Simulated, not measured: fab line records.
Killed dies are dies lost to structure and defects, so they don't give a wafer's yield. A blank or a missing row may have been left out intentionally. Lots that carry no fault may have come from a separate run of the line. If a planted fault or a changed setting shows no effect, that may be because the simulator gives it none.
The tool behind it: which one?    flow gf180mcu    13 lots with 39 wafers sampled at 4 steps, on a route of 602 steps

## WHAT EACH GAUGE READ, for each wafer
GF_V5_THK_MEAS_25: measures by xrf. Usual: V5_W_THK 341 nm, standard deviation 4.2.
lot   measured      on             V5_W_THK (nm)  flag
L980  day 27 05:22  film_metro-04  349 344 346    
L981  day 27 21:38  film_metro-04  342 352 345    
L983  day 28 09:35  film_metro-03  343 334 333    
L982  day 28 09:57  film_metro-03  336 345 342    
L984  day 28 17:54  film_metro-03  343 340 339    
L985  day 29 04:28  film_metro-03  346 341 337    
L986  day 29 05:06  film_metro-04  343 348 342    
L987  day 29 17:11  film_metro-02  343 339 343    
L989  day 30 09:20  film_metro-02  342 343 338    
L996  day 32 01:39  film_metro-03  336 338 345    
L100  day 32 15:10  film_metro-02  338 335 333    
L101  day 32 23:05  film_metro-03  346 342 342    
L102  day 33 06:40  film_metro-02  345 348 343    

GF_TOP_METAL_RS_MEAS_05: uses a four-point probe to measure. Usual: TOP_METAL_ALCU_RS 0.0327 ohm/sq, standard deviation 0.00039.
lot   measured      on             TOP_METAL_ALCU_RS (ohm/sq)  flag
L980  day 27 05:58  film_metro-01  0.0321 0.0326 0.0320        
L981  day 27 22:17  film_metro-01  0.0325 0.0328 0.0327        
L983  day 28 10:10  film_metro-03  0.0333 0.0335 0.0332        
L982  day 28 10:32  film_metro-03  0.0321 0.0318 0.0323        
L984  day 28 18:38  film_metro-01  0.0326 0.0327 0.0327        
L985  day 29 05:03  film_metro-03  0.0329 0.0332 0.0334        
L986  day 29 05:41  film_metro-03  0.0327 0.0328 0.0330        
L987  day 29 17:47  film_metro-02  0.0330 0.0322 0.0324        
L989  day 30 09:56  film_metro-02  0.0327 0.0331 0.0329        
L996  day 32 02:16  film_metro-02  0.0326 0.0326 0.0332        
L100  day 32 15:47  film_metro-01  0.0325 0.0330 0.0325        
L101  day 32 23:59  film_metro-03  0.0325 0.0324 0.0328        
L102  day 33 07:27  film_metro-02  0.0322 0.0319 0.0326        

GF_TOP_METAL_THK_MEAS_06: measures by xrf. Usual: TOP_METAL_ALCU_THK 919 nm, standard deviation 12.
lot   measured      on             TOP_METAL_ALCU_THK (nm)  flag
L980  day 27 06:04  film_metro-01  929 918 938              
L981  day 27 22:23  film_metro-01  921 908 915              
L983  day 28 10:17  film_metro-03  902 901 912              
L982  day 28 10:39  film_metro-03  947 952 928              
L984  day 28 18:44  film_metro-01  916 912 910              
L985  day 29 05:10  film_metro-03  916 908 909              
L986  day 29 05:48  film_metro-03  924 924 918              
L987  day 29 17:53  film_metro-02  914 935 928              
L989  day 30 10:02  film_metro-02  909 899 905              
L996  day 32 02:21  film_metro-02  922 924 907              
L100  day 32 15:54  film_metro-01  916 901 912              
L101  day 33 00:06  film_metro-03  927 930 916              
L102  day 33 07:34  film_metro-02  937 944 928              

## WHICH TOOL RAN EACH LOT (tool, then ch and the chambers of the sampled wafers, then the start)
lot   GF_TOP_METAL_SPUTTER_04
L980  pvd_sputter-04, day 27 05:54
L981  pvd_sputter-04, day 27 22:11
L983  pvd_sputter-01, day 28 10:08
L982  pvd_sputter-03, day 28 10:31
L984  pvd_sputter-01, day 28 18:26
L985  pvd_sputter-01, day 29 05:01
L986  pvd_sputter-01, day 29 05:39
L987  pvd_sputter-03, day 29 17:44
L989  pvd_sputter-01, day 30 09:52
L996  pvd_sputter-01, day 32 02:10
L100  pvd_sputter-04, day 32 15:44
L101  pvd_sputter-04, day 32 23:57
L102  pvd_sputter-04, day 33 07:24
- GF_TOP_METAL_SPUTTER_04: material TiN, target thk 25 nm, time 20.8 s.

## WHAT THE TOOLS THEMSELVES READ (means of the sampled wafers that have a number; where no wafer has one, the mark that the record gives instead)
GF_TOP_METAL_SPUTTER_04. Usual: chamber_pressure_pa 0.4000 Pa, standard deviation 0.00072; throttle_valve_pct 29.8 %, standard deviation 1.4.
lot   tool            chamber_pressure_pa (Pa)  throttle_valve_pct (%)  flag
L980  pvd_sputter-04  0.4000                    30.0                    
L981  pvd_sputter-04  0.4001                    28.1                    
L983  pvd_sputter-01  0.3997                    29.3                    
L982  pvd_sputter-03  0.4000                    30.7                    
L984  pvd_sputter-01  0.4000                    31.0                    
L985  pvd_sputter-01  0.4000                    29.2                    
L986  pvd_sputter-01  0.4005                    29.7                    
L987  pvd_sputter-03  0.4001                    30.5                    
L989  pvd_sputter-01  0.3998                    30.7                    
L996  pvd_sputter-01  0.4111                    29.5                    OFF
L100  pvd_sputter-04  0.4009                    28.9                    
L101  pvd_sputter-04  0.4001                    29.4                    
L102  pvd_sputter-04  0.3993                    30.4                    

## THE ANSWER, worked out from the rows above alone
Rule: a lot counts as off when the mean over its wafers that have a number is more than 3 standard deviations away from the usual mean. A lot without any number at a reading at which 4 lots or more have one is off too. All remaining lots with rows at the step are treated as sound. After the gauges, taken in route order, come the tools' own readings; for these a lot's mean is taken, as printed above. The first step at which some lot is off is used, and at that step the reading that is off furthest; a lot without a number counts as furthest.
Off, at GF_TOP_METAL_SPUTTER_04 on chamber_pressure_pa: L996.
If a tool, at that step or one of the process steps before it, ran each lot that is off and ran no sound lot following the first of them, it fits. One fits: GF_TOP_METAL_SPUTTER_04 on pvd_sputter-01. Its last sound lot is L989 (day 30 09:52), its first lot that is off L996 (day 32 02:10): a fault that began between those two fits.
The tool's own readings at GF_TOP_METAL_SPUTTER_04 bear it out: on the lots that are off they differ by more than 5 times the standard deviation of the sound lots' means. chamber_pressure_pa reads 0.4111 Pa there against 0.4000 Pa on the sound lots.

## WHAT WAS PUT IN BY THE SIMULATOR
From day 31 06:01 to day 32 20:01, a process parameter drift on pvd_sputter-01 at GF_TOP_METAL_SPUTTER_04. Setting chamber_pressure_pa shifted by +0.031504 from 0.4. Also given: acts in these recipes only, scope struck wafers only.
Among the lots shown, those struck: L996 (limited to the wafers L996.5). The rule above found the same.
